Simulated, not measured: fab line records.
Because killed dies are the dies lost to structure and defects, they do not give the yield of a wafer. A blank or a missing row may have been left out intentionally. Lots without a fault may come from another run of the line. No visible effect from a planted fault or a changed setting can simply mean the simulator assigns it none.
What tool caused it? / flow gf180mcu / 14 lots with 42 wafers sampled at 4 steps, on a route of 602 steps

== WHAT THE GAUGES READ, wafer by wafer ==
GF_V2_RS_MEAS_24: measurement is done with a four-point probe.
lot=L324; measured=day 21 02:38; on=film-metro-04; V2_W_RS (ohm/sq)=0.322 0.335 0.339
lot=L327; measured=day 21 22:32; on=film-metro-03; V2_W_RS (ohm/sq)=0.320 0.330 0.332
lot=L326; measured=day 22 00:36; on=film-metro-03; V2_W_RS (ohm/sq)=0.339 0.328 0.341
lot=L328; measured=day 22 08:14; on=film-metro-01; V2_W_RS (ohm/sq)=0.322 0.333 0.334
lot=L329; measured=day 22 21:40; on=film-metro-01; V2_W_RS (ohm/sq)=0.330 0.326 0.325
lot=L330; measured=day 23 08:14; on=film-metro-04; V2_W_RS (ohm/sq)=0.325 0.331 0.325
lot=L332; measured=day 23 15:48; on=film-metro-03; V2_W_RS (ohm/sq)=0.326 0.329 0.325
lot=L331; measured=day 23 19:17; on=film-metro-04; V2_W_RS (ohm/sq)=0.329 0.322 0.321
lot=L333; measured=day 24 04:34; on=film-metro-04; V2_W_RS (ohm/sq)=0.320 0.318 0.322
lot=L335; measured=day 24 13:45; on=film-metro-04; V2_W_RS (ohm/sq)=0.323 0.323 0.324
lot=L338; measured=day 25 10:56; on=film-metro-03; V2_W_RS (ohm/sq)=0.327 0.335 0.324
lot=L342; measured=day 26 13:30; on=film-metro-01; V2_W_RS (ohm/sq)=0.330 0.335 0.329
lot=L343; measured=day 26 22:57; on=film-metro-01; V2_W_RS (ohm/sq)=0.325 0.337 0.322
lot=L344; measured=day 27 06:04; on=film-metro-04; V2_W_RS (ohm/sq)=0.325 0.337 0.325

GF_TOP_METAL_OVL_MEAS_15.
lot=L324; measured=day 28 17:00; on=overlay-01; TOP_METAL_OVL (nm)=3.1 0.9 1.5
lot=L327; measured=day 29 09:29; on=overlay-01; TOP_METAL_OVL (nm)=-0.3 0.1 -0.5
lot=L326; measured=day 29 11:50; on=overlay-02; TOP_METAL_OVL (nm)=0.5 -0.9 -1.8
lot=L328; measured=day 29 17:32; on=overlay-01; TOP_METAL_OVL (nm)=-2.9 -0.5 -0.1
lot=L329; measured=day 30 04:44; on=overlay-02; TOP_METAL_OVL (nm)=1.7 -0.4 0.2
lot=L330; measured=day 30 14:17; on=overlay-01; TOP_METAL_OVL (nm)=-0.5 0.0 0.7
lot=L332; measured=day 30 19:53; on=overlay-01; TOP_METAL_OVL (nm)=0.6 -0.2 1.7
lot=L331; measured=day 30 21:32; on=overlay-02; TOP_METAL_OVL (nm)=-0.3 -0.6 0.8
lot=L333; measured=day 31 06:38; on=overlay-01; TOP_METAL_OVL (nm)=-0.7 -0.5 -0.5
lot=L335; measured=day 31 15:56; on=overlay-02; TOP_METAL_OVL (nm)=2.0 -1.4 1.3
lot=L338; measured=day 32 07:23; on=overlay-02; TOP_METAL_OVL (nm)=1.4 1.4 1.0
lot=L342; measured=day 33 04:14; on=overlay-02; TOP_METAL_OVL (nm)=0.3 0.1 -0.9
lot=L343; measured=day 33 12:11; on=overlay-01; TOP_METAL_OVL (nm)=0.1 -1.7 -2.7
lot=L344; measured=day 33 16:55; on=overlay-01; TOP_METAL_OVL (nm)=-0.2 -1.0 0.0

== EACH LOT AND THE TOOL THAT RAN IT (in order: tool; ch and the chambers of the sampled wafers; start) ==
lot=L324; GF_V2_CVD_02=pecvd-03 ch 0,1, day 20 01:09; GF_M5_METAL_ETCH_10=rie-metal-03 ch 0,1, day 26 22:08
lot=L327; GF_V2_CVD_02=pecvd-01 ch 0,1, day 20 21:10; GF_M5_METAL_ETCH_10=rie-metal-03 ch 0,1, day 27 15:23
lot=L326; GF_V2_CVD_02=pecvd-01 ch 0,2, day 21 00:02; GF_M5_METAL_ETCH_10=rie-metal-04 ch 0,1, day 27 18:18
lot=L328; GF_V2_CVD_02=pecvd-02 ch 0,1, day 21 08:06; GF_M5_METAL_ETCH_10=rie-metal-04 ch 0,1, day 28 00:41
lot=L329; GF_V2_CVD_02=pecvd-02 ch 0,1,2, day 21 20:40; GF_M5_METAL_ETCH_10=rie-metal-01 ch 1, day 28 11:44
lot=L330; GF_V2_CVD_02=pecvd-03 ch 0,1, day 22 07:13; GF_M5_METAL_ETCH_10=rie-metal-04 ch 0,1, day 28 21:41
lot=L332; GF_V2_CVD_02=pecvd-03 ch 0,1,2, day 22 15:47; GF_M5_METAL_ETCH_10=rie-metal-04 ch 0,1, day 29 04:03
lot=L331; GF_V2_CVD_02=pecvd-02 ch 0,1,2, day 22 19:37; GF_M5_METAL_ETCH_10=rie-metal-04 ch 0,1, day 29 05:38
lot=L333; GF_V2_CVD_02=pecvd-01 ch 1,2, day 23 04:42; GF_M5_METAL_ETCH_10=rie-metal-01 ch 1, day 29 14:30
lot=L335; GF_V2_CVD_02=pecvd-01 ch 0,1, day 23 13:41; GF_M5_METAL_ETCH_10=rie-metal-04 ch 0,1, day 29 23:50
lot=L338; GF_V2_CVD_02=pecvd-01 ch 0,1,2, day 24 11:29; GF_M5_METAL_ETCH_10=rie-metal-04 ch 0,1, day 30 17:06
lot=L342; GF_V2_CVD_02=pecvd-01 ch 0,1, day 25 15:44; GF_M5_METAL_ETCH_10=rie-metal-04 ch 0,1, day 31 16:05
lot=L343; GF_V2_CVD_02=pecvd-01 ch 0,1,2, day 26 00:36; GF_M5_METAL_ETCH_10=rie-metal-01 ch 0,1, day 31 23:50
lot=L344; GF_V2_CVD_02=pecvd-02 ch 0,2, day 26 07:55; GF_M5_METAL_ETCH_10=rie-metal-03 ch 0,1, day 32 05:40
- GF_V2_CVD_02: deposits SiO2 from TEOS, target thk 850 nm, time 94.851 s.
- GF_M5_METAL_ETCH_10: etches the open film in Cl2/BCl3, stops on SiO2, target depth 627.5 nm, time 104.6 s.

== AS READ BY THE TOOLS THEMSELVES (means over the sampled wafers that have a number; for cases with no such wafer, the mark the record gives instead) ==
GF_V2_CVD_02.
lot=L324; tool=pecvd-03; heater-power-w (W)=614
lot=L327; tool=pecvd-01; heater-power-w (W)=624
lot=L326; tool=pecvd-01; heater-power-w (W)=667
lot=L328; tool=pecvd-02; heater-power-w (W)=696
lot=L329; tool=pecvd-02; heater-power-w (W)=658
lot=L330; tool=pecvd-03; heater-power-w (W)=623
lot=L332; tool=pecvd-03; heater-power-w (W)=615
lot=L331; tool=pecvd-02; heater-power-w (W)=651
lot=L333; tool=pecvd-01; heater-power-w (W)=655
lot=L335; tool=pecvd-01; heater-power-w (W)=611
lot=L338; tool=pecvd-01; heater-power-w (W)=624
lot=L342; tool=pecvd-01; heater-power-w (W)=671
lot=L343; tool=pecvd-01; heater-power-w (W)=584
lot=L344; tool=pecvd-02; heater-power-w (W)=667

GF_M5_METAL_ETCH_10.
lot=L324; tool=rie-metal-03; drypump-motor-current-A (A)=6.07; oes-product-au (a.u.)=0.963; run-length-s (s)=133.7; throttle-valve-pct (%)=28.263
lot=L327; tool=rie-metal-03; drypump-motor-current-A (A)=6.08; oes-product-au (a.u.)=0.977; run-length-s (s)=133.4; throttle-valve-pct (%)=28.250
lot=L326; tool=rie-metal-04; drypump-motor-current-A (A)=5.96; oes-product-au (a.u.)=0.967; run-length-s (s)=132.5; throttle-valve-pct (%)=28.247
lot=L328; tool=rie-metal-04; drypump-motor-current-A (A)=5.97; oes-product-au (a.u.)=0.971; run-length-s (s)=132.6; throttle-valve-pct (%)=28.248
lot=L329; tool=rie-metal-01; drypump-motor-current-A (A)=5.87; oes-product-au (a.u.)=0.970; run-length-s (s)=133.2; throttle-valve-pct (%)=28.248
lot=L330; tool=rie-metal-04; drypump-motor-current-A (A)=5.73; oes-product-au (a.u.)=0.975; run-length-s (s)=133.2; throttle-valve-pct (%)=28.239
lot=L332; tool=rie-metal-04; drypump-motor-current-A (A)=5.74; oes-product-au (a.u.)=0.972; run-length-s (s)=132.9; throttle-valve-pct (%)=28.247
lot=L331; tool=rie-metal-04; drypump-motor-current-A (A)=5.74; oes-product-au (a.u.)=0.962; run-length-s (s)=132.8; throttle-valve-pct (%)=28.254
lot=L333; tool=rie-metal-01; drypump-motor-current-A (A)=5.88; oes-product-au (a.u.)=0.979; run-length-s (s)=133.2; throttle-valve-pct (%)=28.234
lot=L335; tool=rie-metal-04; drypump-motor-current-A (A)=5.75; oes-product-au (a.u.)=0.967; run-length-s (s)=133.1; throttle-valve-pct (%)=28.246
lot=L338; tool=rie-metal-04; drypump-motor-current-A (A)=5.74; oes-product-au (a.u.)=1.009; run-length-s (s)=126.6; throttle-valve-pct (%)=28.211
lot=L342; tool=rie-metal-04; drypump-motor-current-A (A)=5.75; oes-product-au (a.u.)=1.007; run-length-s (s)=126.5; throttle-valve-pct (%)=28.213
lot=L343; tool=rie-metal-01; drypump-motor-current-A (A)=5.87; oes-product-au (a.u.)=0.974; run-length-s (s)=132.9; throttle-valve-pct (%)=28.252
lot=L344; tool=rie-metal-03; drypump-motor-current-A (A)=6.05; oes-product-au (a.u.)=0.968; run-length-s (s)=133.7; throttle-valve-pct (%)=28.247

== THE ANSWER, worked out from the rows above alone ==
Rule: what is usual is taken from the lots themselves. Put in order of their means at a reading, lots are off if they are a third of the lots or fewer, leave a main group of 4 or more, and stand apart from it by a gap of 3 or more times the standard deviation of the main group's means; of several such gaps the widest counts. The tables above print the reading to a certain number of digits; a main group whose means all agree to those digits is not used. A lot without any number at a reading at which 4 lots or more have one is off too. All remaining lots with rows at the step are treated as sound. First the gauges in route order, then the tools' own readings, where a lot's mean is used as printed above. The first step at which some lot is off is used, and at that step the reading that is off furthest; a lot without a number counts as furthest.
Off at GF_M5_METAL_ETCH_10 (run-length-s): L338, L342. For the main group the mean is 133.1 s and the standard deviation 0.37.
If a tool, at that step or one of the process steps before it, ran each lot that is off and ran no sound lot following the first of them, it fits. One fits: rie-metal-04 at GF_M5_METAL_ETCH_10. Its last sound lot is L335 (day 29 23:50), its first lot that is off L338 (day 30 17:06): a fault that began between those two fits.
The tool's own readings at GF_M5_METAL_ETCH_10 bear it out: on the lots that are off they differ by more than 5 times the standard deviation of the sound lots' means. oes-product-au reads 1.008 a.u. there against 0.970 a.u. on the sound lots; run-length-s reads 126.5 s there against 133.1 s on the sound lots; throttle-valve-pct reads 28.212 % there against 28.248 % on the sound lots.

== WHAT THE SIMULATOR HAD INSERTED ==
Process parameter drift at GF_M5_METAL_ETCH_10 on rie-metal-04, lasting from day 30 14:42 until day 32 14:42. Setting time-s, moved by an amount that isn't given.
Lots struck among those shown: L338, L342. This agrees with what the rule above found.
